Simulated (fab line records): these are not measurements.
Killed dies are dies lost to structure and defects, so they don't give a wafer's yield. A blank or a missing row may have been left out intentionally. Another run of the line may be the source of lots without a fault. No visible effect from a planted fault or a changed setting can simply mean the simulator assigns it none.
2 desks, one fault | flow gf180mcu | each desk has only its own numbers; what lay behind them comes last

FOR THE TOOL OWNER'S DESK: cvd-w-01
The tool's own readings at GF_V5_CVD_23 (deposits W, target thk 350 nm, time 104.9 s): means of the sampled wafers that have a number, for each lot that ran on this tool. The brackets show how far a lot's mean lies from the usual mean; more than 4 standard deviations puts the lot out of limits, marked OUT.
Columns: A = chamber-pressure-Torr at GF_V5_CVD_23, usual 40.00 Torr; B = heater-power-w at GF_V5_CVD_23, usual 863 W
lot  | first seen here | A     | B
L976 | day 28 08:13    | 39.99 | 824
L977 | day 28 14:16    | 40.04 | 795
L981 | day 29 14:58    | 40.03 | 763
L983 | day 30 08:23    | 40.13 | 829
L985 | day 31 00:07    | 39.98 | 879
L986 | day 31 03:13    | 40.00 | 875
This desk found nothing out of limits on any of the 6 lots.

AT THE METROLOGY DESK
What the gauges read for every lot (on any tool): the sampled wafers with a number, averaged. The brackets show how far a lot's mean lies from the usual mean; more than 4 standard deviations puts the lot out of limits, marked OUT.
Columns: A = cd-nm at GF_V5_CD_MEAS_14, usual 259.8 nm; B = V5_W_RS at GF_V5_RS_MEAS_24, usual 0.328 ohm/sq; C = V5_W_THK at GF_V5_THK_MEAS_25, usual 345 nm
lot  | first seen here | A     | B                | C
L975 | day 27 23:25    | 259.3 | 0.330            | 347
L976 | day 28 07:16    | 258.5 | 0.330            | 336
L977 | day 28 13:19    | 259.0 | 0.325            | 341
L981 | day 29 14:02    | 259.2 | 0.382 (+16) OUT  | 308 (-6.7) OUT
L983 | day 30 07:26    | 258.8 | 0.349 (+5.9) OUT | 332
L984 | day 30 18:38    | 259.9 | 0.325            | 351
L985 | day 30 23:10    | 260.4 | 0.332            | 344
L986 | day 31 02:13    | 261.5 | 0.328            | 341
L987 | day 31 10:11    | 260.9 | 0.327            | 342
L993 | day 32 23:28    | 260.4 | 0.323            | 355
L994 | day 33 02:17    | 260.1 | 0.325            | 352
Finding of this desk: L981, L983 out of limits, first seen on L981 at day 29 15:05 (V5_W_RS at GF_V5_RS_MEAS_24). Within limits: L975, L976, L977, L984, L985, L986, L987, L993, L994.

BROUGHT TOGETHER
An alarm was possible from the metrology desk at day 29 15:05, on L981, L983.
The tool owner's desk saw nothing out of limits.
On record at the tool owner's desk: L981, L983, within its limits.
The lots listed all ran GF_V5_CVD_23 on cvd-w-01.

WHAT THE SIMULATOR HAD INSERTED
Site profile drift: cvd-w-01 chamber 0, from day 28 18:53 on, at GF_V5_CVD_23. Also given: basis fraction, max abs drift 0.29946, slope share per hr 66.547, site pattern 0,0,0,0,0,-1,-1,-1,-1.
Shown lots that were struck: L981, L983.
Per desk, hours elapsed from the start of the fault to the first reading out of limits: for the metrology desk, 20.
